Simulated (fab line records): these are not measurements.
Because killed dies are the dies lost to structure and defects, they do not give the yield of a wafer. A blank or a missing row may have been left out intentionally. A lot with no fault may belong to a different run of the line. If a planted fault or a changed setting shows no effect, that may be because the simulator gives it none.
Matching of chambers || flow gf180mcu || rie diel-01 running GF_CONTACT_ETCH_16: 4 sister chambers
The step etches BARC in N2/H2. 4 wafers are shown with their chamber, then 10 later ones without.

== EACH WAFER AND ITS CHAMBER ==
{"wafer": "L847.2", "chamber": 3, "oes product au (a.u.)": 0.851}
{"wafer": "L847.5", "chamber": 1, "oes product au (a.u.)": 0.850}
{"wafer": "L849.1", "chamber": 0, "oes product au (a.u.)": 0.854}
{"wafer": "L849.3", "chamber": 2, "oes product au (a.u.)": 0.852}

== WAFERS WITHOUT THEIR CHAMBER ==
{"wafer": "L849.6", "oes product au (a.u.)": 0.856}
{"wafer": "L855.2", "oes product au (a.u.)": 0.854}
{"wafer": "L855.3", "oes product au (a.u.)": 0.858}
{"wafer": "L855.5", "oes product au (a.u.)": 0.861}
{"wafer": "L859.1", "oes product au (a.u.)": 0.851}
{"wafer": "L859.5", "oes product au (a.u.)": 0.853}
{"wafer": "L859.6", "oes product au (a.u.)": 0.855}
{"wafer": "L860.2", "oes product au (a.u.)": 0.850}
{"wafer": "L860.3", "oes product au (a.u.)": 0.847}
{"wafer": "L860.4", "oes product au (a.u.)": 0.861}

== WHICH CHAMBER EACH WENT THROUGH ==
{"wafer": "L849.6", "from the rows above": "can't be placed: 0 or 2 or 3 or 1", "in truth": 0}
{"wafer": "L855.2", "from the rows above": "can't be placed: 0 or 2 or 3 or 1", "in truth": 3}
{"wafer": "L855.3", "from the rows above": "can't be placed: 0 or 2 or 3 or 1", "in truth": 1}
{"wafer": "L855.5", "from the rows above": "can't be placed: 0 or 2 or 3 or 1", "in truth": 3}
{"wafer": "L859.1", "from the rows above": "can't be placed: 3 or 1 or 2 or 0", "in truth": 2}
{"wafer": "L859.5", "from the rows above": "can't be placed: 0 or 2 or 3 or 1", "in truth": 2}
{"wafer": "L859.6", "from the rows above": "can't be placed: 0 or 2 or 3 or 1", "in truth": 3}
{"wafer": "L860.2", "from the rows above": "can't be placed: 1 or 3 or 2 or 0", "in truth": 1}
{"wafer": "L860.3", "from the rows above": "can't be placed: 1 or 3 or 2 or 0", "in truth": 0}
{"wafer": "L860.4", "from the rows above": "can't be placed: 0 or 2 or 3 or 1", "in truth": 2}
Correct placement for 0 of the 10. Not placeable from these rows: 10 (in 10, the candidates include the true chamber). 0 placed wrongly.
How it was worked out, from the rows above alone: a wafer's distance from a chamber is the root of the sum, over the readings, of the square of ((its reading less the chamber's mean) divided by the reading's scatter). The wafer belongs to the nearest chamber; if the next one is less than 2 further off, it can't be placed. A chamber's mean is the mean of its shown wafers. The scatter (one wafer shown for each chamber): square how far every hidden wafer sits from the nearest shown wafer, average those squares and take the square root.
